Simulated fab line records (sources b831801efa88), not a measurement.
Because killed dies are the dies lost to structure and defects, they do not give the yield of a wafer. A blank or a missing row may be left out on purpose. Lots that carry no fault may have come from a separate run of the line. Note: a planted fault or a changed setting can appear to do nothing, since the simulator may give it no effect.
Struck lot and sound lot, side by side :: flow gf180mcu :: 15 steps out of a route of 602
Sound: wafers L928.3, L928.4, L928.6. Wafers struck: L937.1, L937.2, L937.3. The cause is named last.
Per side, at each step with rows, come the tool, then ch with its chambers, and then its first start. Under that, the readings that differ: sound wafers :: struck wafers :: difference of the means :: sigmas: that difference in standard deviations of wafers without a fault.
alike: readings whose means differ by less than 2 such deviations, and words and numbers that are the same on both sides. not compared: withheld readings, readings that some wafer has no value for, bounds like >300 that may hide the same value, and numbers for which the record gives no deviation and whose values overlap.
The two part at a step that has a row with sigmas, a row that says differs or no value, or rows on one side only. Non-overlapping numbers with no deviation appear without sigmas and do not part them. A reading missing from all wafers of one side parts the sides only when that side holds two or more wafers.

GF_V4_BOW_MEAS_05:
  sound: film_metro-01 at day 24 05:35; struck: film_metro-02 at day 27 06:13
  alike: V4_BOW
then, 8 steps without rows for these wafers: GF_V4_DEHYDRATE_06 (time 60 s); GF_V4_HMDS_07 (prime time 60 s); GF_V4_COAT_08; GF_V4_COAT_09 (resist thk 1000 nm); GF_V4_SOFTBAKE_10 (time 60 s); GF_V4_EXPOSE_11 (exposes mask Via4, target cd 260 nm); GF_V4_PEB_12 (peb time 90 s); GF_V4_DEVELOP_13 (develop time 60 s).
GF_V4_CD_MEAS_14 targets a cd of 260 nm.
  sound: cd_sem-02 at day 25 03:23; struck: cd_sem-02 at day 28 01:47
  alike: cd_nm
GF_V4_OVL_MEAS_15:
  sound: overlay-01 at day 25 03:29; struck: overlay-01 at day 28 01:55
  alike: V4_OVL
GF_V4_ETCH_16: etches BARC in N2/H2.
  sound on rie_diel-02 ch 0,1,3, day 25 03:31; struck on rie_diel-02 ch 0,1,3, day 28 01:56
  alike: bias_w, chamber_pressure_mTorr, drypump_motor_current_A, oes_product_au, throttle_valve_pct
GF_V4_ETCH_17: etches SiO2 in C4F8/O2/Ar, stops on TiN, target depth 630 nm.
  sound on rie_diel-02 ch 0,1,3, day 25 03:00; struck on rie_diel-02 ch 0,1,3, day 28 01:00
  no value came back on the struck wafers for bias_w (W), chamber_pressure_mTorr (mTorr), oes_product_au (a.u.); on the sound wafers bias_w (W) reads 1195 1199 1195
GF_V4_STRIP_18: strips in O2/N2.
  sound on plasma_asher-02 ch 0,1, day 25 03:40; struck on plasma_asher-03 ch 0,1, day 28 02:04
reading: oes_product_au (a.u.)
sound: 0.594 0.598 0.593
struck: 0.675 0.670 0.674
difference: +0.078
sigmas: +16
  alike: chamber_pressure_mTorr, drypump_motor_current_A, heater_power_w, platen_temp_c
  not compared: rf_hours_counter_h
then, 1 step without rows for these wafers: GF_V4_STRIP_19 (strips in post etch residue remover, time 1200 s).

## WHERE THEY PART
Last at GF_V4_STRIP_18 as far as this record goes, first at GF_V4_ETCH_17.

WHY: what had been put in by the simulator
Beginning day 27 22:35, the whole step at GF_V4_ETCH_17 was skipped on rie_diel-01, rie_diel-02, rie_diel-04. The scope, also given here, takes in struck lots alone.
